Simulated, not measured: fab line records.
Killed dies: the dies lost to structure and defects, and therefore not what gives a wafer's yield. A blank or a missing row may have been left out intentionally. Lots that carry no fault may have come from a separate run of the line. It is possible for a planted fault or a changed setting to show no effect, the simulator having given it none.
One fault through the eyes of 2 desks | flow gf180mcu | every desk sees just its own numbers, and what lay behind them comes last

FROM THE METROLOGY DESK
Lot by lot, what the gauges showed, no matter which tool ran the lot: averages of those sampled wafers that carry a number. The brackets show how far a lot's mean lies from the usual mean; more than 4 standard deviations puts the lot out of limits, marked OUT.
Columns: A = PSD_TW at GF_PSD_TW_MEAS_11, usual 3170; B = PSD_RS at GF_PSD_RS_MEAS_15, usual 108.49 ohm/sq
lot  | first seen here | A              | B
L210 | day 15 11:46    | 3196           | 108.75
L211 | day 15 17:10    | 3154           | 108.31
L214 | day 16 16:34    | 3160           | 108.43
L217 | day 17 19:37    | 3194           | 108.30
L216 | day 17 21:28    | 3187           | 109.15
L219 | day 18 13:27    | 2854 (-14) OUT | 129.93 (+77) OUT
L220 | day 18 18:08    | 2842 (-15) OUT | 130.72 (+79) OUT
L228 | day 21 09:22    | 3156           | 108.22
L229 | day 21 17:34    | 3153           | 108.32
L230 | day 22 05:22    | 3173           | 108.47
This desk reports L219, L220 out of limits; the earliest was L219 at day 18 13:27 (PSD_TW at GF_PSD_TW_MEAS_11). In limits: L210, L211, L214, L217, L216, L228, L229, L230.

THE TOOL OWNER'S DESK: implanter-01
The tool's own readings at GF_PSD_IMPLANT_09: means of the sampled wafers that have a number, for each lot that ran on this tool. The brackets show how far a lot's mean lies from the usual mean; more than 4 standard deviations puts the lot out of limits, marked OUT.
Columns: A = beam-energy-keV at GF_PSD_IMPLANT_09, usual 39.999; B = dose-ions-cm2 at GF_PSD_IMPLANT_09, usual 1.5e+15
lot  | first seen here | A                        | B
L211 | day 15 16:55    | 39.992                   | 1.5e+15
L214 | day 16 16:19    | 39.992                   | 1.5e+15
L216 | day 17 21:13    | 40.011                   | 1.5e+15
L219 | day 18 13:12    | 26.574 (-99 or more) OUT | 1.5e+15
L220 | day 18 17:55    | 26.600 (-99 or more) OUT | 1.5e+15
L230 | day 22 05:08    | 39.990                   | 1.5e+15
Finding of this desk: L219, L220 out of limits; the first was L219 at day 18 13:12, on beam-energy-keV at GF_PSD_IMPLANT_09. In limits: L211, L214, L216, L230.

PUT TOGETHER
On L219, L220, at day 18 13:12, an alarm was possible from the tool owner's desk.
L219, L220 would have let the metrology desk raise an alarm at day 18 13:27.
Of the lots named, all ran GF_PSD_IMPLANT_09 on implanter-01.

WHAT THE SIMULATOR HAD INSERTED
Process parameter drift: implanter-01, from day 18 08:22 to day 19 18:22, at GF_PSD_IMPLANT_09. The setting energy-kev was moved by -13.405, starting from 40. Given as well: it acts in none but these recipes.
Shown lots that were struck: L219, L220.
Time in hours from fault onset to the first out-of-limits reading at each desk: tool owner's desk 5, metrology desk 5.
